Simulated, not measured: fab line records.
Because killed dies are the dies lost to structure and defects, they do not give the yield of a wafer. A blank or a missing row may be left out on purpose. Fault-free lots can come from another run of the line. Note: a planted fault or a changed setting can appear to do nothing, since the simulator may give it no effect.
Which of the tools did it? -- flow sky130 -- 12 lots with 36 wafers sampled at 3 steps, on a route of 708 steps

## WHAT THE GAUGES SHOWED, per wafer
SKY_PWDE_TW_MEAS_10.
lot,measured,on,PWDE_TW
L219,day 3 22:44,film_metro-04,384 382 384
L220,day 4 02:15,film_metro-04,385 383 384
L222,day 4 12:50,film_metro-02,374 373 374
L223,day 4 16:58,film_metro-04,382 382 384
L224,day 5 00:47,film_metro-04,385 387 384
L227,day 5 09:43,film_metro-04,386 385 383
L231,day 8 00:23,film_metro-01,374 372 375
L232,day 8 02:17,film_metro-01,373 374 372
L235,day 8 00:02,film_metro-02,375 373 374
L236,day 8 02:38,film_metro-02,374 376 375
L239,day 8 14:08,film_metro-02,372 374 373
L241,day 9 02:47,film_metro-04,382 384 382

## WHAT TOOL EACH LOT RAN ON (gives the tool, then ch and the chambers of the sampled wafers, and finally the start)
lot,SKY_FIELD_ISO_STRIP_16,SKY_FIELD_ISO_ETCH_17
L219,"plasma_asher-01 ch 0, day 2 05:04","rie_si-02 ch 0,2, day 2 05:10"
L220,"plasma_asher-03 ch 0,1, day 2 11:16","rie_si-02 ch 0,1,3, day 2 11:20"
L222,"plasma_asher-01 ch 0,1, day 2 20:49","rie_si-01 ch 0,1,3, day 2 20:55"
L223,"plasma_asher-01 ch 0,1, day 3 02:25","rie_si-02 ch 0,1, day 3 02:29"
L224,"plasma_asher-02 ch 0,1, day 3 07:28","rie_si-02 ch 0,3, day 3 07:34"
L227,"plasma_asher-03 ch 0, day 3 21:16","rie_si-01 ch 0,2, day 3 21:22"
L231,"plasma_asher-03 ch 0,1, day 6 02:04","rie_si-02 ch 0,1, day 6 02:10"
L232,"plasma_asher-02 ch 0,1, day 6 02:25","rie_si-02 ch 0,1, day 6 02:31"
L235,"plasma_asher-03 ch 0,1, day 6 02:37","rie_si-01 ch 0,2,3, day 6 02:43"
L236,"plasma_asher-02 ch 0,1, day 6 03:12","rie_si-01 ch 1,2,3, day 6 03:18"
L239,"plasma_asher-03 ch 0,1, day 6 12:04","rie_si-01 ch 1,3, day 6 12:10"
L241,"plasma_asher-01 ch 0,1, day 6 22:07","rie_si-01 ch 0,1,3, day 6 22:13"
- SKY_FIELD_ISO_STRIP_16: strips in O2/N2.
- SKY_FIELD_ISO_ETCH_17: etches Si in HBr/Cl2/O2, target depth 342 nm, time 97.7 s.

## AS READ BY THE TOOLS THEMSELVES (means over the sampled wafers that have a number; for cases with no such wafer, the mark the record gives instead)
SKY_FIELD_ISO_STRIP_16.
lot,tool,drypump_motor_current_A (A),oes_product_au (a.u.),strip_time_to_endpoint_s (s)
L219,plasma_asher-01,6.29,0.379,3.548
L220,plasma_asher-03,5.88,0.373,3.516
L222,plasma_asher-01,6.30,0.379,3.545
L223,plasma_asher-01,6.33,0.380,3.556
L224,plasma_asher-02,5.96,0.374,3.537
L227,plasma_asher-03,5.61,0.381,3.529
L231,plasma_asher-03,5.86,0.376,3.534
L232,plasma_asher-02,6.06,0.374,3.539
L235,plasma_asher-03,6.12,0.379,3.587
L236,plasma_asher-02,5.96,0.379,3.530
L239,plasma_asher-03,6.12,0.370,3.542
L241,plasma_asher-01,6.32,0.380,3.570

SKY_FIELD_ISO_ETCH_17.
lot,tool,bias_w (W),drypump_motor_current_A (A),oes_product_au (a.u.),throttle_valve_pct (%)
L219,rie_si-02,150.2,5.5,0.990,25.669
L220,rie_si-02,149.8,5.7,0.987,25.652
L222,rie_si-01,149.8,5.2,1.000,25.657
L223,rie_si-02,149.9,5.4,0.991,25.661
L224,rie_si-02,149.8,5.8,0.999,25.659
L227,rie_si-01,150.0,5.6,1.001,25.652
L231,rie_si-02,168.2,5.2,1.009,25.654
L232,rie_si-02,167.9,5.2,1.005,25.653
L235,rie_si-01,150.2,5.6,0.988,25.660
L236,rie_si-01,149.7,5.7,0.987,25.669
L239,rie_si-01,150.0,5.1,0.997,25.663
L241,rie_si-01,150.0,5.2,0.991,25.667

## THE ANSWER, worked out from the rows above alone
Rule: the usual values come from the lots themselves. Put in order of their means at a reading, lots are off if they are a third of the lots or fewer, leave a main group of 4 or more, and stand apart from it by a gap of 3 or more times the standard deviation of the main group's means; of several such gaps the widest counts. The tables above print the reading to a certain number of digits; a main group whose means all agree to those digits is not used. Also off: a lot with no number at a reading for which 4 or more lots have one. All remaining lots with rows at the step are treated as sound. After the gauges, taken in route order, come the tools' own readings; for these a lot's mean is taken, as printed above. The first step at which some lot is off is used, and at that step the reading that is off furthest; a lot without a number counts as furthest.
Off, at SKY_FIELD_ISO_ETCH_17 on bias_w: L231, L232. Main group: mean 149.9 W, sd 0.16.
A tool fits if, at that step or a process step before it, it ran every lot that is off, and no sound lot after the first of them. One candidate fits, namely rie_si-02 at SKY_FIELD_ISO_ETCH_17. Its last sound lot is L224 (day 3 07:34), its first lot that is off L231 (day 6 02:10): a fault that began between those two fits.
On the lots that are off, the tool's own readings at SKY_FIELD_ISO_ETCH_17 differ by more than 5 times the standard deviation of the sound lots' means, which bears it out; bias_w reads 168.1 W there versus 149.9 W on the sound lots.

## WHAT HAD BEEN PUT IN BY THE SIMULATOR
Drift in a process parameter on rie_si-02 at SKY_FIELD_ISO_ETCH_17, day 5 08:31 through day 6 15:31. From 150, the setting bias_w moved by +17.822. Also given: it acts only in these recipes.
Struck lots among those shown: L231, L232. The same result came from the rule above.
